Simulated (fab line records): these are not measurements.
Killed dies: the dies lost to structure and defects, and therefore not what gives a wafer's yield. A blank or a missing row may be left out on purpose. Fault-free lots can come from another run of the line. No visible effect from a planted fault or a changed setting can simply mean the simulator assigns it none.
Tool commonality check / flow gf180mcu / Lots sampled 11, wafers sampled 36

== REASON FOR OPENING ==
1 of 11 lots carry a flag on the reading VT_IMPLANT_4_TW at GF_VT_IMPLANT_TW_MEAS_43. Fault-free wafers read 697, with a standard deviation of 4.
Rule: a lot is flagged in two cases, either no wafer of it has a number, or all its wafers with numbers fall more than 4 standard deviations from that mean. All remaining lots are regarded as sound.

lot=L537; measured=day 7 10:31; on=film-metro-03; VT_IMPLANT_4_TW, wafer by wafer=697 698 702; flag=
lot=L538; measured=day 7 19:01; on=film-metro-03; VT_IMPLANT_4_TW, wafer by wafer=695 696 696; flag=
lot=L542; measured=day 9 01:56; on=film-metro-03; VT_IMPLANT_4_TW, wafer by wafer=695 698 700; flag=
lot=L544; measured=day 9 15:55; on=film-metro-04; VT_IMPLANT_4_TW, wafer by wafer=32 32 32 32 32 32; flag=FLAGGED
lot=L545; measured=day 10 00:06; on=film-metro-03; VT_IMPLANT_4_TW, wafer by wafer=694 698 693; flag=
lot=L548; measured=day 10 13:40; on=film-metro-03; VT_IMPLANT_4_TW, wafer by wafer=698 695 696; flag=
lot=L556; measured=day 12 21:53; on=film-metro-03; VT_IMPLANT_4_TW, wafer by wafer=697 695 696; flag=
lot=L557; measured=day 13 05:08; on=film-metro-03; VT_IMPLANT_4_TW, wafer by wafer=704 702 699; flag=
lot=L558; measured=day 13 12:46; on=film-metro-04; VT_IMPLANT_4_TW, wafer by wafer=691 687 693; flag=
lot=L559; measured=day 13 17:06; on=film-metro-01; VT_IMPLANT_4_TW, wafer by wafer=698 697 696; flag=
lot=L560; measured=day 14 05:49; on=film-metro-03; VT_IMPLANT_4_TW, wafer by wafer=698 703 696; flag=
On average the flagged lots read 32, which is -665 against the usual, or -99 or more standard deviations.

== WHICH TOOL EACH LOT WENT THROUGH ==
The record holds 2 process steps before the reading, out of a route of 602 steps. In each cell: the tool, then ch and the chambers that the sampled wafers went through, then the start.
lot=L537; flag=; GF_VT_IMPLANT_STRIP_31=plasma-asher-01 ch 0,1, day 6 18:08; GF_VT_IMPLANT_STRIP_42=plasma-asher-02 ch 0,1, day 7 10:25
lot=L538; flag=; GF_VT_IMPLANT_STRIP_31=plasma-asher-01 ch 0,1, day 7 02:45; GF_VT_IMPLANT_STRIP_42=plasma-asher-02 ch 0,1, day 7 18:56
lot=L542; flag=; GF_VT_IMPLANT_STRIP_31=plasma-asher-02 ch 0,1, day 8 08:45; GF_VT_IMPLANT_STRIP_42=plasma-asher-04 ch 0,1, day 9 01:50
lot=L544; flag=FLAGGED; GF_VT_IMPLANT_STRIP_31=plasma-asher-01 ch 0,1, day 8 22:03; GF_VT_IMPLANT_STRIP_42=plasma-asher-04 ch 0,1, day 9 15:49
lot=L545; flag=; GF_VT_IMPLANT_STRIP_31=plasma-asher-02 ch 0,1, day 9 06:07; GF_VT_IMPLANT_STRIP_42=plasma-asher-02 ch 0, day 10 00:00
lot=L548; flag=; GF_VT_IMPLANT_STRIP_31=plasma-asher-04 ch 0,1, day 9 19:26; GF_VT_IMPLANT_STRIP_42=plasma-asher-04 ch 0,1, day 10 13:33
lot=L556; flag=; GF_VT_IMPLANT_STRIP_31=plasma-asher-01 ch 0,1, day 12 02:20; GF_VT_IMPLANT_STRIP_42=plasma-asher-02 ch 0,1, day 12 21:46
lot=L557; flag=; GF_VT_IMPLANT_STRIP_31=plasma-asher-04 ch 0,1, day 12 09:35; GF_VT_IMPLANT_STRIP_42=plasma-asher-02 ch 0,1, day 13 05:02
lot=L558; flag=; GF_VT_IMPLANT_STRIP_31=plasma-asher-02 ch 0,1, day 12 17:03; GF_VT_IMPLANT_STRIP_42=plasma-asher-04 ch 0,1, day 13 12:39
lot=L559; flag=; GF_VT_IMPLANT_STRIP_31=plasma-asher-01 ch 0,1, day 12 20:34; GF_VT_IMPLANT_STRIP_42=plasma-asher-04 ch 0,1, day 13 17:00
lot=L560; flag=; GF_VT_IMPLANT_STRIP_31=plasma-asher-01 ch 0,1, day 13 09:13; GF_VT_IMPLANT_STRIP_42=plasma-asher-02 ch 0,1, day 14 05:43
What the steps here do:
- GF_VT_IMPLANT_STRIP_31: strips in O2/N2.
- GF_VT_IMPLANT_STRIP_42: strips in O2/N2.
- GF_VT_IMPLANT_TW_MEAS_43

== FLAGGED OVER TOTAL, TOOL BY TOOL (the gauges that took the reading come last) ==
step=GF_VT_IMPLANT_STRIP_31; tool=plasma-asher-01; lots run=6; flagged=1; share of the flagged lots=all; sound lots run after its first flagged lot=3 (L556,L559,L560)
step=GF_VT_IMPLANT_STRIP_31; tool=plasma-asher-02; lots run=3; flagged=0; share of the flagged lots=none; sound lots run after its first flagged lot=-
step=GF_VT_IMPLANT_STRIP_31; tool=plasma-asher-04; lots run=2; flagged=0; share of the flagged lots=none; sound lots run after its first flagged lot=-
step=GF_VT_IMPLANT_STRIP_42; tool=plasma-asher-02; lots run=6; flagged=0; share of the flagged lots=none; sound lots run after its first flagged lot=-
step=GF_VT_IMPLANT_STRIP_42; tool=plasma-asher-04; lots run=5; flagged=1; share of the flagged lots=all; sound lots run after its first flagged lot=3 (L548,L558,L559)
step=GF_VT_IMPLANT_TW_MEAS_43; tool=film-metro-01; lots run=1; flagged=0; share of the flagged lots=none; sound lots run after its first flagged lot=-
step=GF_VT_IMPLANT_TW_MEAS_43; tool=film-metro-03; lots run=8; flagged=0; share of the flagged lots=none; sound lots run after its first flagged lot=-
step=GF_VT_IMPLANT_TW_MEAS_43; tool=film-metro-04; lots run=2; flagged=1; share of the flagged lots=all; sound lots run after its first flagged lot=1 (L558)

== WHAT THE TABLE ALLOWS ==
plasma-asher-01 at GF_VT_IMPLANT_STRIP_31, plasma-asher-04 at GF_VT_IMPLANT_STRIP_42 and film-metro-04 at GF_VT_IMPLANT_TW_MEAS_43: these 3 rows of the table ran every flagged lot.
- plasma-asher-01 at GF_VT_IMPLANT_STRIP_31 ran 6 lots, 1 of them flagged. Sound lots followed the first flagged one (L556, L559, L560) on it, something a lasting fault affecting the whole tool could not allow. Its own readings lie more than 4 standard deviations out on every wafer of the flagged lots: oes-product-au.
- plasma-asher-04 at GF_VT_IMPLANT_STRIP_42 ran 5 lots, 1 of them flagged. Sound lots followed the first flagged one (L548, L558, L559) on it, something a lasting fault affecting the whole tool could not allow. Its own readings lie more than 4 standard deviations out on every wafer of the flagged lots: strip-time-to-endpoint-s.
- film-metro-04 at GF_VT_IMPLANT_TW_MEAS_43 ran 2 lots, 1 of them flagged. Sound lots followed the first flagged one (L558) on it, something a lasting fault affecting the whole tool could not allow.
Not one row of the table ran every flagged lot while running no sound lot after the first.

== WHAT HAD BEEN PUT IN BY THE SIMULATOR ==
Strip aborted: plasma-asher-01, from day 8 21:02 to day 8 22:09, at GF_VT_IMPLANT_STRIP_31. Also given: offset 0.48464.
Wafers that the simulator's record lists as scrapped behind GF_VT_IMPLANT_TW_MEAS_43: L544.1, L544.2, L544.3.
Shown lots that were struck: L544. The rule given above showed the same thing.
